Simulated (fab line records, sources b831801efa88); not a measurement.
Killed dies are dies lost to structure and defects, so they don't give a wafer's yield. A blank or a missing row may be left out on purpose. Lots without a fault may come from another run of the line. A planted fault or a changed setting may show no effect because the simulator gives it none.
A struck lot beside a sound one | flow sky130 | 18 steps out of a route of 708
Sound: wafers L781.3, L781.4, L781.6. Struck: wafers L787.1, L787.2, L787.5. The cause comes at the end.
At each step with rows: each side's tool, then ch and its chambers, then its first start. Under that, the readings that differ: sound wafers | struck wafers | difference of the means | sigmas: that difference in standard deviations of wafers without a fault.
alike: readings whose means differ by less than 2 such deviations, and words and numbers that are the same on both sides. not compared: withheld readings, readings that some wafer has no value for, bounds like >300 that may hide the same value, and numbers for which the record gives no deviation and whose values overlap.
The two part at a step that has a row with sigmas, a row that says differs or no value, or rows on one side only. Numbers that don't overlap but have no deviation are shown without sigmas and don't part them. A reading that every wafer of one side lacks parts them only if that side has two wafers or more.

SKY_RES_XHIGH_STRIP_08: strips in O2/N2.
  sound on plasma_asher-04 ch 0,1, day 29 10:58; struck on plasma_asher-04 ch 0,1, day 31 07:41
  alike: drypump_motor_current_A, oes_product_au, strip_time_to_endpoint_s
  not compared: rf_hours_counter_h
SKY_RES_XHIGH_TW_MEAS_09:
  sound on film_metro-01, day 29 11:04; struck on film_metro-02, day 31 07:47
  alike: RES_XHIGH_TW
then, 7 steps without rows for these wafers: SKY_SD_N_DEHYDRATE_00 (time 60 s); SKY_SD_N_HMDS_01 (prime time 60 s); SKY_SD_N_COAT_02 (resist thk 1140 nm); SKY_SD_N_SOFTBAKE_03 (time 60 s); SKY_SD_N_EXPOSE_04 (exposes mask NSDM, target cd 380 nm); SKY_SD_N_PEB_05; SKY_SD_N_DEVELOP_06 (develop time 60 s).
SKY_SD_N_CD_MEAS_07: target cd 380 nm.
  sound on cd_sem-01, day 30 14:56; struck on cd_sem-01, day 32 11:02
  alike: cd_nm
SKY_SD_N_OVL_MEAS_08:
  sound on overlay-02, day 30 15:01; struck on overlay-02, day 32 11:10
  alike: SD_N_OVL
then, 1 step without rows for these wafers: SKY_SD_N_IMPLANT_09.
SKY_SD_N_IMPLANT_10:
  sound on implanter-01 ch 0, day 30 15:15; struck on implanter-02, day 32 11:21
  no value came back on the struck wafers for beam_energy_keV, beam_on_s (s); on the sound wafers beam_energy_keV reads 20.001 19.991 20.002
SKY_SD_N_STRIP_11: strips in O2/N2.
  sound on plasma_asher-02 ch 0,1, day 30 15:23; struck on plasma_asher-03 ch 0,1, day 32 11:30
  reading                      | sound             | struck            | difference | sigmas
  strip_time_to_endpoint_s (s) | 22.58 22.54 22.59 | 22.52 22.50 22.44 | -0.08      | -2
  alike: drypump_motor_current_A, oes_product_au
  not compared: rf_hours_counter_h
SKY_SD_N_TW_MEAS_12:
  sound on film_metro-01, day 30 15:28; struck on film_metro-01, day 32 11:36
  alike: SD_N_TW
then, 1 step without rows for these wafers: SKY_SD_N_CLEAN_13 (cleans in SC1/SC2, time 150 s).
SKY_SD_N_RTA_14: time 2 s.
  sound on rtp_anneal-02 ch 0, day 30 15:34; struck on rtp_anneal-01 ch 0, day 32 11:43
  alike: lamp_power_pct, wafer_temp_C_max
SKY_SD_N_RS_MEAS_16: measures by four-point-probe.
  sound on film_metro-04, day 30 15:46; struck on film_metro-04, day 32 11:53
  reading          | sound             | struck            | difference | sigmas
  SD_N_RS (ohm/sq) | 68.61 68.66 68.60 | 70.66 70.68 70.62 | +2.03      | +18

WHERE THEY PART
First at SKY_SD_N_IMPLANT_10; last, within this record, at SKY_SD_N_RS_MEAS_16.

WHY: what the simulator had put in
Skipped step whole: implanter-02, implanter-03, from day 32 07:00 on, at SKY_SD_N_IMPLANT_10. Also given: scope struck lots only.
